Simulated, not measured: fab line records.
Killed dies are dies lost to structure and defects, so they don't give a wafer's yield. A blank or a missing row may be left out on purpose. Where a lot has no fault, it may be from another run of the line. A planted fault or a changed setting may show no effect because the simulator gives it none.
Problem report in the 8D (eight disciplines) form, filled by code ; flow gf180mcu ; the parts of the form that need people (team, actions taken, sign-off) are left out

1. WHAT WENT WRONG
Across 2 wafers from 2 lots, SAB_CVD_00_THK at GF_SAB_THK_MEAS_01 averages 41.9 nm, while fault-free wafers read 49.8 nm with a standard deviation of 0.72. Relative to the usual mean, that is a shift of -11 standard deviations.
First seen on wafer L164.2, day 17 03:04, on filmMetro-01. The record has a number at this step for 39 wafers belonging to 13 lots. The rule behind "out" and "out of limits": a value lying over 4 standard deviations away from the usual mean. All remaining wafers that have a number are taken as sound.

2. WHAT IT IS, AND WHAT IT ISN'T
question;is;is not
which readings at this step;SAB_CVD_00_THK;-
which lots;L164, L165;L156, L157, L158, L171, L172, L173, L174, L175, L176, L177, L179
which wafers of those lots;L164.2, L165.2;L164.1, L164.3, L165.1, L165.3
read on which gauges;filmMetro-01, filmMetro-04;filmMetro-02
when;from day 17 03:04;"up to then (11 sound wafers); but 26 sound wafers of L165, L171, L172, L173, L174, L175, L176, L177, L179 came after"

3. THE SUSPECTS, EACH WITH WHAT RULES IT OUT
Counting: a tool at a process step up to the reading stays a suspect if it ran every lot that is out. Sound lots after the first of them don't rule it out here, since some wafers of a struck lot are sound.
- the gauge at GF_SAB_THK_MEAS_01 is ruled out. Those wafers that are out were read across 2 gauges (filmMetro-01, filmMetro-04).
- pecvd-01 at GF_SAB_CVD_00 (deposits SiO2 from TEOS, target thk 50 nm, time 4.9302 s): kept. It processed each lot that is out (first: L164, day 17 03:03); up to then, its last sound lot is L156 (day 13 22:31).
- In pecvd-01 at GF_SAB_CVD_00, the wafers that are out were processed in chamber 1 and their sound lot-mates in chambers 0, 2.
After counting, what remains is pecvd-01 at GF_SAB_CVD_00.

4. THE CAUSE (what the simulator had put in)
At GF_SAB_CVD_00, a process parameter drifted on pecvd-01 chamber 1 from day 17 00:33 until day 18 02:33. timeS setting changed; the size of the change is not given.
Only this tool survived the counting.

5. THE CHAIN OF EFFECTS, in route order
Each row: a reading where the mean over the struck wafers with a number is more than 3 standard deviations away from the usual. Scope: only readings with a usual standard deviation given in the record; hours: median across lots of the time from each lot's start at the first step in this table that gives one to its start at this step; sigmas: change in usual standard deviations.
hours;step;reading;usual;on struck wafers;change;sigmas
0;GF_SAB_THK_MEAS_01;SAB_CVD_00_THK;49.8 nm;41.9;-7.9;-11
Later measuring or inspecting steps at which every struck wafer that the step has a row for has a number for every such reading, and none has moved that far: GF_SAB_OVL_MEAS_10.

6. WHAT WOULD HAVE CAUGHT IT SOONER
In this record the first reading out of limits at a measuring or inspecting step was taken at day 17 03:04, 3 hours after the fault began at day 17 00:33.
No tool reading at GF_SAB_CVD_00 that has a usual standard deviation in the record was out on any struck wafer, so an alarm limit of 4 standard deviations on those readings would not have fired.
Lots out: 2; of these, L165 started GF_SAB_CVD_00 on pecvd-01 after day 17 03:04. Had the tool been put on hold then, it would have been spared.
